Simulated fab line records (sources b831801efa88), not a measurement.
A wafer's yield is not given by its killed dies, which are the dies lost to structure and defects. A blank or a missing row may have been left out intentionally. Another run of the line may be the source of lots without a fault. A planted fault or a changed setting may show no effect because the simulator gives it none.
fab line records	flow sky130
record lots=12	wafers=36	lastDay=50
route steps=708 shown VIA1@481 METAL2@484 VIA2@507 PAD_OPEN@708
lots that met no fault: from a run of the same line without faults
startH: hours from the record's first day to the start of the lot's first wafer shown	waitH: hours elapsed since this lot's preceding step	" identical to the entry in the row above	L1.1+2: several wafers, shown together as one row	- value missing, or start not given	* or withheld: withheld	< > ~ a bound
route shown NAME@n: names a module that has steps shown in the file, with the first one's number in the route	usual: average and standard deviation across the fault-free wafers	same: alike in all rows	chamber/n: place in a boat	sites: the reading at each site	_std_site: their standard deviation	_edge_site: inner sites' mean taken away from outer sites' mean	radiusMm: how far each site lies from the wafer's centre	mask NAME#n: copy n	behind: the most recent tool/chamber to have shaped the wafer	hold: cause of the lot's hold/its duration in hours/its outcome	device: names the non-switching transistor (n, p or np)	end of line: tests run on the same wafers once the route is complete	step lacking rows: just its recipe	killed: not the wafer's yield, but the dies lost to structure and defects at the first sort	map: a wafer's dies, x killed, . not, _ none there
set.NAME: the setting the step ran with; set.NAME@STEP: the setting that earlier step ran with	model.NAME: the simulator's own value behind a step, which no gauge read
route steps across a sampled set of lots; one table per step, one row per wafer
services: the hour from which a tool's chamber was out of use, counted from the record's first day as startH (under 0 if before that day), plus the number of hours and why
## steps
# step SKY_VIA1_THK_MEAS_23
# recipe thkMeasGauge=xrf	reads=W_of_VIA1_CVD_21
# usual VIA1_W_THK=274/3.9
lot.wafer	tool	chamber	startH	waitH	VIA1_W_THK[nm]
L730.1	filmMetro-03	-	778.28	0.1	268
L730.3	"	-	"	"	270
L730.4	"	-	"	"	271
L732.3	filmMetro-03	-	788.80	0.1	274
L732.4	"	-	"	"	276
L732.6	"	-	"	"	275
L734.1	filmMetro-04	-	819.38	0.1	282
L734.2	"	-	"	"	276
L734.5	"	-	"	"	278
L735.1	filmMetro-03	-	829.78	0.1	274
L735.3	"	-	"	"	278
L735.5	"	-	"	"	274
L736.1	filmMetro-03	-	831.76	0.1	261
L736.2	"	-	"	"	266
L736.6	"	-	"	"	267
L738.2	filmMetro-01	-	845.09	0.1	272
L738.5	"	-	"	"	270
L738.6	"	-	"	"	275
L739.2	filmMetro-01	-	856.69	0.1	273
L739.4	"	-	"	"	271
L739.6	"	-	"	"	272
L740.2	filmMetro-03	-	862.94	0.1	271
L740.4	"	-	"	"	274
L740.6	"	-	"	"	273
L748.3	filmMetro-04	-	939.28	0.1	275
L748.5	"	-	"	"	272
L748.6	"	-	"	"	275
L749.3	filmMetro-03	-	943.74	0.1	271
L749.4	"	-	"	"	272
L749.5	"	-	"	"	273
L751.2	filmMetro-04	-	958.18	0.1	272
L751.5	"	-	"	"	275
L751.6	"	-	"	"	275
L752.1	filmMetro-03	-	959.44	0.1	276
L752.3	"	-	"	"	274
L752.5	"	-	"	"	277
# step SKY_METAL2_SPUTTER_01
# recipe material=TiN	targetThkNm=20	powerW=6500	timeS=16.7	chamberPressurePa=0.4
# usual throttleValvePct=30.1/1.3
# same timeS=16.7
lot.wafer	tool	chamber	startH	waitH	throttleValvePct
L730.1	pvdSputter-01	-	778.66	0.0	31.9
L730.3	"	-	"	"	31.3
L730.4	"	-	"	"	27.8
L732.3	pvdSputter-02	-	789.16	0.0	29.6
L732.4	"	-	"	"	30.6
L732.6	"	-	"	"	30.1
L734.1	pvdSputter-02	-	819.76	0.0	30.4
L734.2	"	-	"	"	29.5
L734.5	"	-	"	"	30.2
L735.1	pvdSputter-02	-	830.16	0.0	30.8
L735.3	"	-	"	"	28.9
L735.5	"	-	"	"	30.4
L736.1	pvdSputter-01	-	832.14	0.0	31.3
L736.2	"	-	"	"	30.4
L736.6	"	-	"	"	31.2
L738.2	pvdSputter-01	-	845.46	0.0	28.1
L738.5	"	-	"	"	31.7
L738.6	"	-	"	"	30.4
L739.2	pvdSputter-01	-	857.06	0.0	30.5
L739.4	"	-	"	"	30.9
L739.6	"	-	"	"	28.1
L740.2	pvdSputter-02	-	863.31	0.0	29.8
L740.4	"	-	"	"	30.2
L740.6	"	-	"	"	29.0
L748.3	pvdSputter-02	-	939.69	0.0	29.7
L748.5	"	-	"	"	30.4
L748.6	"	-	"	"	30.3
L749.3	pvdSputter-01	-	944.10	0.0	31.3
L749.4	"	-	"	"	30.8
L749.5	"	-	"	"	31.8
L751.2	pvdSputter-02	-	958.55	0.0	29.1
L751.5	"	-	"	"	30.4
L751.6	"	-	"	"	28.6
L752.1	pvdSputter-01	-	959.82	0.0	31.9
L752.3	"	-	"	"	31.2
L752.5	"	-	"	"	31.1
# step SKY_METAL2_RS_MEAS_05
# recipe thkMeasGauge=four-point-probe	reads=TiN_of_METAL2_SPUTTER_04+Ti_of_METAL2_SPUTTER_03+AlCu_of_METAL2_SPUTTER_02+TiN_of_METAL2_SPUTTER_01+Ti_of_METAL2_SPUTTER_00
# usual METAL2_ALCU_RS=0.1269/0.0014
lot.wafer	tool	chamber	startH	waitH	METAL2_ALCU_RS[ohm/sq]
L730.1	filmMetro-04	-	778.78	0.0	0.1267
L730.3	"	-	"	"	0.1270
L730.4	"	-	"	"	0.1269
L732.3	filmMetro-01	-	789.32	0.1	0.1286
L732.4	"	-	"	"	0.1284
L732.6	"	-	"	"	0.1284
L734.1	filmMetro-02	-	819.88	0.0	0.1283
L734.2	"	-	"	"	0.1269
L734.5	"	-	"	"	0.1278
L735.1	filmMetro-04	-	830.28	0.0	0.1252
L735.3	"	-	"	"	0.1274
L735.5	"	-	"	"	0.1263
L736.1	filmMetro-04	-	832.26	0.0	0.1245
L736.2	"	-	"	"	0.1265
L736.6	"	-	"	"	0.1246
L738.2	filmMetro-04	-	845.60	0.0	0.1276
L738.5	"	-	"	"	0.1276
L738.6	"	-	"	"	0.1298
L739.2	filmMetro-01	-	857.20	0.0	0.1255
L739.4	"	-	"	"	0.1245
L739.6	"	-	"	"	0.1243
L740.2	filmMetro-02	-	863.45	0.0	0.1255
L740.4	"	-	"	"	0.1254
L740.6	"	-	"	"	0.1264
L748.3	filmMetro-02	-	939.85	0.1	0.1264
L748.5	"	-	"	"	0.1255
L748.6	"	-	"	"	0.1262
L749.3	filmMetro-04	-	944.26	0.1	0.1275
L749.4	"	-	"	"	0.1280
L749.5	"	-	"	"	0.1275
L751.2	filmMetro-02	-	958.69	0.0	0.1278
L751.5	"	-	"	"	0.1269
L751.6	"	-	"	"	0.1274
L752.1	filmMetro-02	-	959.94	0.0	0.1276
L752.3	"	-	"	"	0.1273
L752.5	"	-	"	"	0.1258
# step SKY_VIA2_HDPCVD_00
# recipe material=SiO2	targetThkNm=1180	sigmaOpenFrac=0.3	timeS=196.7	tempC=400	sih4FlowSccm=60	pressureMtorr=6
# same timeS=196.7
lot.wafer	tool	chamber	startH	waitH
L730.1+3+4	hdpcvd-01	2,1,2	806.69	0.0
L732.3+4+6	hdpcvd-01	2,2,1	816.18	0.0
L734.1+2+5	hdpcvd-01	2,0,2	846.50	0.0
L735.1+3+5	hdpcvd-02	0,1,1	857.31	0.0
L736.1+2+6	hdpcvd-02	0,1,0	858.55	0.0
L736.1+2+6	hdpcvd-02	0,1,0	858.85	0.2
L738.2+5+6	hdpcvd-01	0,1,0	872.61	0.0
L738.2+5+6	hdpcvd-01	0,1,0	872.90	0.2
L739.2+4+6	hdpcvd-01	2,1,2	884.36	0.0
L739.2+4+6	hdpcvd-01	2,1,2	884.66	0.2
L740.2+4+6	hdpcvd-01	1,0,1	890.94	0.0
L748.3+5+6	hdpcvd-02	0,0,2	966.20	0.0
L749.3+4+5	hdpcvd-01	0,2,1	969.90	0.0
L751.2+5+6	hdpcvd-01	1,2,1	984.34	0.0
L752.1+3+5	hdpcvd-02	1,2,1	985.45	0.0
# step SKY_VIA2_THK_MEAS_01
# recipe reads=SiO2_of_VIA2_HDPCVD_00
# usual VIA2_HDPCVD_THK=1177/12
lot.wafer	tool	chamber	startH	waitH	VIA2_HDPCVD_THK[nm]
L730.1	filmMetro-02	-	806.82	0.1	1167
L730.3	"	-	"	"	1188
L730.4	"	-	"	"	1178
L732.3	filmMetro-03	-	816.33	0.1	1189
L732.4	"	-	"	"	1198
L732.6	"	-	"	"	1203
L734.1	filmMetro-02	-	846.62	0.1	1184
L734.2	"	-	"	"	1176
L734.5	"	-	"	"	1198
L735.1	filmMetro-03	-	857.44	0.1	1172
L735.3	"	-	"	"	1186
L735.5	"	-	"	"	1172
L736.1	filmMetro-02	-	858.97	0.1	2326
L736.2	"	-	"	"	2333
L736.6	"	-	"	"	2319
L738.2	filmMetro-02	-	873.03	0.1	2349
L738.5	"	-	"	"	2356
L738.6	"	-	"	"	2358
L739.2	filmMetro-03	-	884.79	0.1	2354
L739.4	"	-	"	"	2353
L739.6	"	-	"	"	2371
L740.2	filmMetro-02	-	891.14	0.1	1183
L740.4	"	-	"	"	1172
L740.6	"	-	"	"	1172
L748.3	filmMetro-03	-	966.35	0.1	1172
L748.5	"	-	"	"	1174
L748.6	"	-	"	"	1184
L749.3	filmMetro-01	-	970.05	0.1	1169
L749.4	"	-	"	"	1155
L749.5	"	-	"	"	1175
L751.2	filmMetro-02	-	984.47	0.1	1161
L751.5	"	-	"	"	1165
L751.6	"	-	"	"	1147
L752.1	filmMetro-02	-	985.58	0.1	1163
L752.3	"	-	"	"	1185
L752.5	"	-	"	"	1165
# step SKY_PAD_OPEN_PROBE_99
# usual defectLimitedYield=82.3/2.1	killed_at_M0_to_M3=44/7.2	killed_at_M4_up=3.1/1.7	killedAtContacts=24/5.2	killedAtFrontEnd=15/4.1	killedAtOther=0.3/0.61	killedDies=87/10	killedOpen=48/7.5	killedShort=39/6.6	sort_bin_3_pad_short=0.8/0.39	sort_bin_5_function=10.4/1.7	sort_bin_6_memory=6.5/1.1	sortNPass=405/10	sortYieldPct=82.3/2.1
# same grossDies=492	killedAtBackSide=0	sort_bin_4_leakage[%]=0	sort_bin_8_speed[%]=0
lot.wafer	tool	chamber	startH	waitH	defectLimitedYield[%]	killed_at_M0_to_M3	killed_at_M4_up	killedAtContacts	killedAtFrontEnd	killedAtOther	killedDies	killedOpen	killedShort	sort_bin_3_pad_short[%]	sort_bin_5_function[%]	sort_bin_6_memory[%]	sortNPass	sortYieldPct[%]
L736.2	prober-01	-	1105.08	0.1	80.3	50	4	23	19	1	97	52	45	0.6	12.2	6.9	395	80.3
L738.5	prober-01	-	1116.09	0.2	81.1	50	2	23	18	0	93	49	44	1.0	12.8	5.1	399	81.1
L738.6	prober-01	-	1116.14	0.2	83.3	51	1	18	12	0	82	46	36	0.6	9.6	6.5	410	83.3
L739.2	prober-02	-	1125.61	0.1	79.3	48	4	29	20	1	102	56	45	0.4	13.2	7.1	390	79.3
L739.4	prober-02	-	1125.71	0.2	84.3	39	5	15	17	1	77	36	40	0.6	7.1	7.9	415	84.3
L740.2	prober-01	-	1129.28	0.1	80.3	49	5	24	19	0	97	53	44	0.4	11.4	7.9	395	80.3
L740.4	prober-01	-	1129.38	0.2	85.2	34	1	23	15	0	73	43	30	0.2	8.5	6.1	419	85.2
L740.6	prober-01	-	1129.48	0.2	83.9	34	3	21	20	1	79	41	37	0.8	10.6	4.7	413	83.9
# killed by level:class
L736.2 VIA1:geometricParticle:open=16 CONTACT:geometricParticle:open=9 METAL2:geometricParticle:short=8 POLY_GATE:geometricParticle:short=7 LI_CONTACT:geometricParticle:open=6 METAL1:geometricParticle:short=6 FIELD_ISO:geometricParticle:open=5 VIA3:geometricParticle:open=5
L738.5 VIA1:geometricParticle:open=14 CONTACT:geometricParticle:open=11 CONTACT:geometricParticle:short=7 VIA3:geometricParticle:open=7 METAL3:geometricParticle:short=7 FIELD_ISO:geometricParticle:open=6 FIELD_ISO:geometricParticle:short=5 POLY_GATE:geometricParticle:short=5
L738.6 VIA1:geometricParticle:open=13 CONTACT:geometricParticle:open=9 METAL3:geometricParticle:short=7 VIA2:geometricParticle:open=7 VIA3:geometricParticle:short=6 LI_CONTACT:geometricParticle:open=4 METAL1:geometricParticle:short=4 VIA3:geometricParticle:open=4
L739.2 CONTACT:geometricParticle:open=12 VIA2:geometricParticle:open=9 LI_CONTACT:geometricParticle:open=8 VIA3:geometricParticle:open=8 POLY_GATE:geometricParticle:short=7 METAL1:geometricParticle:short=7 VIA1:geometricParticle:open=7 METAL2:geometricParticle:short=6
L739.4 CONTACT:geometricParticle:open=10 METAL1:geometricParticle:short=8 METAL2:geometricParticle:short=6 VIA2:geometricParticle:open=6 FIELD_ISO:geometricParticle:short=5 VIA1:geometricParticle:open=5 SPACER:geometricParticle:short=4 VIA1:geometricParticle:short=4
L740.2 VIA1:geometricParticle:open=11 VIA2:geometricParticle:open=11 LI_CONTACT:geometricParticle:open=10 POLY_GATE:geometricParticle:short=7 VIA3:geometricParticle:short=7 FIELD_ISO:geometricParticle:open=6 CONTACT:geometricParticle:open=5 METAL4:geometricParticle:short=4
L740.4 CONTACT:geometricParticle:open=10 LI_CONTACT:geometricParticle:open=8 VIA1:geometricParticle:open=8 VIA3:geometricParticle:short=6 VIA3:geometricParticle:open=6 FIELD_ISO:geometricParticle:open=4 VIA1:geometricParticle:short=4 METAL1:geometricParticle:short=4
L740.6 LI_CONTACT:geometricParticle:open=8 CONTACT:geometricParticle:open=8 VIA1:geometricParticle:open=8 FIELD_ISO:geometricParticle:short=7 POLY_GATE:geometricParticle:short=7 VIA3:geometricParticle:open=7 METAL2:geometricParticle:short=4 VIA2:geometricParticle:short=3
## services
tool	chamber	startH	hours	kind
pvdSputter-02	0	765.18	-	consumableReplace:kit
pvdSputter-02	0	765.18	18.0	scheduledDown
pvdSputter-02	0	765.18	18.0	ventCycle
hdpcvd-01	-	804.60	0.7	repair
hdpcvd-02	-	828.77	28.1	pm
pvdSputter-01	0	850.40	-	consumableReplace:kit
pvdSputter-01	0	850.40	18.0	scheduledDown
pvdSputter-01	0	850.40	18.0	ventCycle
hdpcvd-01	0	851.33	3.0	repair
hdpcvd-01	2	890.14	1.9	repair
pvdSputter-02	3	917.88	-	consumableReplace:kit
pvdSputter-02	3	917.88	18.0	scheduledDown
pvdSputter-02	3	917.88	18.0	ventCycle
hdpcvd-01	-	950.25	15.0	pm
hdpcvd-01	0	950.25	15.0	ventCycle
hdpcvd-01	1	950.25	15.0	ventCycle
hdpcvd-01	2	950.25	15.0	ventCycle
hdpcvd-01	-	965.25	2.8	pm
hdpcvd-01	0	965.25	-	clean
hdpcvd-01	1	965.25	-	clean
hdpcvd-01	2	965.25	-	clean
pvdSputter-02	-	967.56	8.9	repair
hdpcvd-02	-	968.00	2.8	pm
hdpcvd-01	-	982.11	1.8	repair
## key
firstSign step=SKY_VIA2_HDPCVD_00	reading=visit	direction=added
effect step=SKY_VIA2_THK_MEAS_01	reading=VIA2_HDPCVD_THK	direction=up	sigmas=95	usual=1177	struck=2347
metAt SKY_VIA2_HDPCVD_00
struckLots L736,L738,L739
notActingAt SKY_VIA1_THK_MEAS_23,SKY_METAL2_SPUTTER_01,SKY_METAL2_RS_MEAS_05
fault kind=repeatedStepWhole	tool=hdpcvd-01,hdpcvd-02	chamber=-	onsetH=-	steps=SKY_VIA2_HDPCVD_00	times=1	scope=struckLotsOnly
